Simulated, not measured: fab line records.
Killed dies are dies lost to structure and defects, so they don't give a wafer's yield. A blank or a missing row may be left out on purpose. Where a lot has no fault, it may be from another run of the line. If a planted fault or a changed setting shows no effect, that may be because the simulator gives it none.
What tool caused it? -- flow gf180mcu -- Sampling: 11 lots, 31 wafers, 2 of 602 route steps

## WHAT THE GAUGES SHOWED, per wafer
GF_STI_THK_MEAS_04.
lot,measured,on,STI_CVD_03_THK (nm)
L763,day 1 13:34,film-metro-04,205.1 204.1
L764,day 1 18:34,film-metro-04,209.3 211.0 208.6
L766,day 2 04:34,film-metro-04,207.0 207.7 209.3
L769,day 2 20:33,film-metro-01,209.3 209.1 209.6
L774,day 3 20:34,film-metro-04,244.8 241.6 243.1
L775,day 4 02:53,film-metro-01,241.1 241.4 240.7
L781,day 5 07:34,film-metro-04,207.8 207.8 208.5
L782,day 5 12:34,film-metro-04,211.2 211.2 211.7
L783,day 5 17:34,film-metro-01,210.7 210.9
L784,day 5 23:04,film-metro-04,206.2 206.6 209.0
L786,day 6 08:53,film-metro-02,205.0 205.5 205.2

## TOOL THAT RAN EACH LOT (tool first, then ch and the chambers of the sampled wafers, then the start)
lot,GF_STI_CVD_03
L763,"lpcvd-01 ch 1, day 1 11:34"
L764,"lpcvd-02 ch 1, day 1 16:34"
L766,"lpcvd-02 ch 0, day 2 02:34"
L769,"lpcvd-02 ch 1, day 2 17:34"
L774,"lpcvd-01 ch 1, day 3 18:34"
L775,"lpcvd-01 ch 0, day 3 23:55"
L781,"lpcvd-02 ch 0, day 5 05:34"
L782,"lpcvd-02 ch 0, day 5 10:34"
L783,"lpcvd-02 ch 1, day 5 15:34"
L784,"lpcvd-02 ch 0, day 5 21:04"
L786,"lpcvd-02 ch 0, day 6 06:52"
- GF_STI_CVD_03: deposits Si3N4 from DCS/NH3, target thk 207.16 nm, time 3551 s.

## THE ANSWER, worked out from the rows above alone
Rule: usual is defined by the lots themselves. The widest of any qualifying gaps counts: lots, ordered by their means at a reading, are off when they make up no more than a third of the lots, leave a main group of 4 or more, and stand apart from it by 3 or more times the standard deviation of that group's means. Not used: any main group whose means are identical at the precision the tables above print for the reading. A lot without any number at a reading at which 4 lots or more have one is off too. Where the step has rows for the other lots, those lots are counted as sound.
Off: L774, L775, seen at GF_STI_THK_MEAS_04 (STI_CVD_03_THK). Main group: mean 208.3 nm, sd 2.2.
A tool fits if, at a process step before that reading, it ran every lot that is off, and no sound lot after the first of them. Those tools and the gauges at GF_STI_THK_MEAS_04 are tried in the same way. One fits: lpcvd-01 at GF_STI_CVD_03. Its last sound lot is L763 (day 1 11:34), its first lot that is off L774 (day 3 18:34): a fault that began between those two fits.

## WHAT WAS PUT IN BY THE SIMULATOR
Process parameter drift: lpcvd-01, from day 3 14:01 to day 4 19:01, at GF_STI_CVD_03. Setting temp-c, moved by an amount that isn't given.
Shown lots that were struck: L774, L775. Same finding as the rule above.
